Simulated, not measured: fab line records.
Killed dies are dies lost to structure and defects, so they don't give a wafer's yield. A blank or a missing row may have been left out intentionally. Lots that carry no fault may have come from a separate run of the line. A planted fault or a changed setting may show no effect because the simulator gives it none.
Which of the tools did it? + flow gf180mcu + 33 wafers from 11 lots sampled at 7 of the route's 602 steps

WHAT THE GAUGES READ, wafer by wafer
GF_NSD_CD_MEAS_07: the cd target is 400 nm.
| lot  | measured     | on        | cd_nm (nm)        |
|------|--------------|-----------|-------------------|
| L844 | day 14 19:31 | cd_sem-02 | 400.3 398.5 399.1 |
| L846 | day 15 12:56 | cd_sem-01 | 396.1 395.7 398.5 |
| L847 | day 16 09:02 | cd_sem-02 | 401.3 401.5 401.0 |
| L849 | day 16 16:53 | cd_sem-02 | 398.1 399.4 397.8 |
| L850 | day 17 01:18 | cd_sem-02 | 398.3 400.6 397.3 |
| L853 | day 18 03:59 | cd_sem-01 | 402.0 399.1 401.4 |
| L854 | day 18 14:24 | cd_sem-01 | 399.3 399.2 399.4 |
| L859 | day 20 07:32 | cd_sem-01 | 402.4 402.2 402.6 |
| L860 | day 20 13:16 | cd_sem-01 | 399.9 399.5 398.6 |
| L862 | day 21 04:24 | cd_sem-01 | 399.0 395.7 394.4 |
| L863 | day 21 10:39 | cd_sem-02 | 399.3 399.6 397.2 |

GF_NSD_TW_MEAS_12.
| lot  | measured     | on            | NSD_TW         |
|------|--------------|---------------|----------------|
| L844 | day 14 20:04 | film_metro-02 | 4226 4214 4250 |
| L846 | day 15 13:29 | film_metro-02 | 4237 4247 4247 |
| L847 | day 16 09:35 | film_metro-03 | 4255 4254 4245 |
| L849 | day 16 17:25 | film_metro-03 | 4262 4242 4251 |
| L850 | day 17 01:49 | film_metro-02 | 4242 4246 4207 |
| L853 | day 18 04:32 | film_metro-03 | 4048 4060 4046 |
| L854 | day 18 14:56 | film_metro-02 | 4040 4012 4047 |
| L859 | day 20 08:04 | film_metro-03 | 4263 4252 4274 |
| L860 | day 20 13:49 | film_metro-03 | 4265 4281 4284 |
| L862 | day 21 04:56 | film_metro-02 | 4237 4241 4241 |
| L863 | day 21 11:11 | film_metro-03 | 4271 4305 4316 |

GF_PSD_RS_MEAS_14: a four-point-probe measurement.
| lot  | measured     | on            | NSD_RS (ohm/sq)   |
|------|--------------|---------------|-------------------|
| L844 | day 15 18:49 | film_metro-03 | 46.09 46.08 46.16 |
| L846 | day 16 12:29 | film_metro-02 | 46.25 46.27 46.12 |
| L847 | day 17 08:56 | film_metro-04 | 46.24 46.20 46.25 |
| L849 | day 17 17:23 | film_metro-02 | 46.20 46.13 46.10 |
| L850 | day 18 01:29 | film_metro-03 | 46.05 46.18 46.13 |
| L853 | day 19 05:14 | film_metro-04 | 49.84 49.96 49.97 |
| L854 | day 19 16:00 | film_metro-02 | 50.02 49.80 49.85 |
| L859 | day 21 07:44 | film_metro-03 | 46.04 46.14 46.07 |
| L860 | day 21 14:44 | film_metro-03 | 46.01 46.08 46.11 |
| L862 | day 22 05:35 | film_metro-04 | 46.22 46.24 46.22 |
| L863 | day 22 11:08 | film_metro-04 | 46.21 46.14 46.17 |

GF_PSD_RS_MEAS_15: a four-point-probe measurement.
| lot  | measured     | on            | PSD_RS (ohm/sq)      |
|------|--------------|---------------|----------------------|
| L844 | day 15 18:56 | film_metro-03 | 108.43 108.18 108.43 |
| L846 | day 16 12:36 | film_metro-02 | 109.18 108.78 108.66 |
| L847 | day 17 09:04 | film_metro-04 | 108.51 108.83 109.13 |
| L849 | day 17 17:31 | film_metro-02 | 108.63 108.81 108.23 |
| L850 | day 18 01:37 | film_metro-03 | 108.69 108.84 108.51 |
| L853 | day 19 05:21 | film_metro-04 | 108.77 108.51 108.92 |
| L854 | day 19 16:07 | film_metro-02 | 108.84 108.90 108.62 |
| L859 | day 21 07:52 | film_metro-03 | 108.29 108.08 108.10 |
| L860 | day 21 14:51 | film_metro-03 | 108.24 108.16 108.14 |
| L862 | day 22 05:43 | film_metro-04 | 108.76 108.84 108.77 |
| L863 | day 22 11:16 | film_metro-04 | 108.49 108.52 109.03 |

WHICH TOOL RAN EACH LOT (tool, then ch and the chambers of the sampled wafers, then the start)
| lot  | GF_NSD_IMPLANT_09               | GF_NSD_STRIP_11                      | GF_PSD_RTA_13                    |
|------|---------------------------------|--------------------------------------|----------------------------------|
| L844 | implanter-04 ch 0, day 14 19:40 | plasma_asher-04 ch 0,1, day 14 19:58 | rtp_anneal-02 ch 0, day 15 18:44 |
| L846 | implanter-04 ch 0, day 15 13:05 | plasma_asher-03 ch 0,1, day 15 13:23 | rtp_anneal-01 ch 0, day 16 12:24 |
| L847 | implanter-01 ch 0, day 16 09:11 | plasma_asher-04 ch 0,1, day 16 09:29 | rtp_anneal-01 ch 0, day 17 08:51 |
| L849 | implanter-01 ch 0, day 16 17:04 | plasma_asher-04 ch 0,1, day 16 17:19 | rtp_anneal-02 ch 0, day 17 17:17 |
| L850 | implanter-04 ch 0, day 17 01:28 | plasma_asher-03 ch 0,1, day 17 01:44 | rtp_anneal-02 ch 0, day 18 01:23 |
| L853 | implanter-04 ch 0, day 18 04:08 | plasma_asher-01 ch 0,1, day 18 04:26 | rtp_anneal-02 ch 0, day 19 05:08 |
| L854 | implanter-04 ch 0, day 18 14:34 | plasma_asher-04 ch 1, day 18 14:50   | rtp_anneal-02 ch 0, day 19 15:55 |
| L859 | implanter-01 ch 0, day 20 07:43 | plasma_asher-03 ch 0,1, day 20 07:58 | rtp_anneal-01 ch 0, day 21 07:38 |
| L860 | implanter-01 ch 0, day 20 13:25 | plasma_asher-01 ch 0,1, day 20 13:43 | rtp_anneal-02 ch 0, day 21 14:38 |
| L862 | implanter-02 ch 0, day 21 04:34 | plasma_asher-01 ch 0, day 21 04:50   | rtp_anneal-01 ch 0, day 22 05:30 |
| L863 | implanter-04 ch 0, day 21 10:49 | plasma_asher-03 ch 1, day 21 11:05   | rtp_anneal-01 ch 0, day 22 11:03 |
- GF_NSD_IMPLANT_09
- GF_NSD_STRIP_11: strips in O2/N2.
- GF_PSD_RTA_13: time 20 s.

WHAT THE TOOLS THEMSELVES READ (means of the sampled wafers that have a number; where no wafer has one, the mark that the record gives instead)
GF_NSD_IMPLANT_09.
| lot  | tool         | beam_energy_keV |
|------|--------------|-----------------|
| L844 | implanter-04 | 59.983          |
| L846 | implanter-04 | 59.993          |
| L847 | implanter-01 | 59.999          |
| L849 | implanter-01 | 59.997          |
| L850 | implanter-04 | 59.989          |
| L853 | implanter-04 | 47.058          |
| L854 | implanter-04 | 47.047          |
| L859 | implanter-01 | 59.998          |
| L860 | implanter-01 | 60.022          |
| L862 | implanter-02 | 60.010          |
| L863 | implanter-04 | 59.999          |

GF_NSD_STRIP_11.
| lot  | tool            | drypump_motor_current_A (A) | heater_power_w (W) | n2_flow_sccm (sccm) | oes_product_au (a.u.) | strip_time_to_endpoint_s (s) |
|------|-----------------|-----------------------------|--------------------|---------------------|-----------------------|------------------------------|
| L844 | plasma_asher-04 | 5.2                         | 302                | 299.9               | 0.482                 | 22.96                        |
| L846 | plasma_asher-03 | 6.4                         | 354                | 299.4               | 0.490                 | 23.00                        |
| L847 | plasma_asher-04 | 5.2                         | 300                | 299.7               | 0.486                 | 23.00                        |
| L849 | plasma_asher-04 | 5.2                         | 299                | 298.7               | 0.486                 | 22.96                        |
| L850 | plasma_asher-03 | 6.3                         | 352                | 300.2               | 0.484                 | 23.02                        |
| L853 | plasma_asher-01 | 5.8                         | 377                | 300.8               | 0.511                 | 21.29                        |
| L854 | plasma_asher-04 | 4.9                         | 325                | 301.2               | 0.513                 | 21.29                        |
| L859 | plasma_asher-03 | 6.4                         | 363                | 300.0               | 0.487                 | 22.95                        |
| L860 | plasma_asher-01 | 5.8                         | 379                | 300.4               | 0.488                 | 22.95                        |
| L862 | plasma_asher-01 | 5.5                         | 381                | 300.2               | 0.487                 | 22.96                        |
| L863 | plasma_asher-03 | 6.3                         | 331                | 298.8               | 0.490                 | 22.99                        |

GF_PSD_RTA_13.
| lot  | tool          | anneal_temp_c_max | lamp_power_pct (%) | wafer_temp_C_max |
|------|---------------|-------------------|--------------------|------------------|
| L844 | rtp_anneal-02 | 1031.4            | 29.1               | 1031.3           |
| L846 | rtp_anneal-01 | 1031.9            | 34.4               | 1029.1           |
| L847 | rtp_anneal-01 | 1031.4            | 34.4               | 1029.8           |
| L849 | rtp_anneal-02 | 1030.6            | 29.1               | 1033.2           |
| L850 | rtp_anneal-02 | 1030.7            | 29.1               | 1032.0           |
| L853 | rtp_anneal-02 | 1030.1            | 29.1               | 1032.2           |
| L854 | rtp_anneal-02 | 1031.6            | 29.1               | 1030.6           |
| L859 | rtp_anneal-01 | 1032.7            | 34.4               | 1028.2           |
| L860 | rtp_anneal-02 | 1031.3            | 29.0               | 1030.5           |
| L862 | rtp_anneal-01 | 1032.9            | 34.4               | 1028.5           |
| L863 | rtp_anneal-01 | 1032.1            | 34.4               | 1028.9           |

THE ANSWER, worked out from the rows above alone
Rule: usual is defined by the lots themselves. Put in order of their means at a reading, lots are off if they are a third of the lots or fewer, leave a main group of 4 or more, and stand apart from it by a gap of 3 or more times the standard deviation of the main group's means; of several such gaps the widest counts. A main group whose means are all the same, to the digits that the tables above print for the reading, isn't used. Also off: a lot with no number at a reading for which 4 or more lots have one. Any other lot the step has rows for is counted as sound. The gauges are gone through in route order, then the tools' own readings, and for those a lot's mean is taken as printed above. The first step at which some lot is off is used, and at that step the reading that is off furthest; a lot without a number counts as furthest.
Off: L853, L854, seen at GF_NSD_TW_MEAS_12 (NSD_TW). Main group: mean 4254, sd 21.
A tool fits if, at a process step before that reading, it ran every lot that is off, and no sound lot after the first of them. The gauges at GF_NSD_TW_MEAS_12 aren't tried: what is off there is off at GF_NSD_IMPLANT_09 too, on other tools, and a gauge's error can't cause that. Of those tried, none fits.

WHAT THE SIMULATOR HAD PUT IN
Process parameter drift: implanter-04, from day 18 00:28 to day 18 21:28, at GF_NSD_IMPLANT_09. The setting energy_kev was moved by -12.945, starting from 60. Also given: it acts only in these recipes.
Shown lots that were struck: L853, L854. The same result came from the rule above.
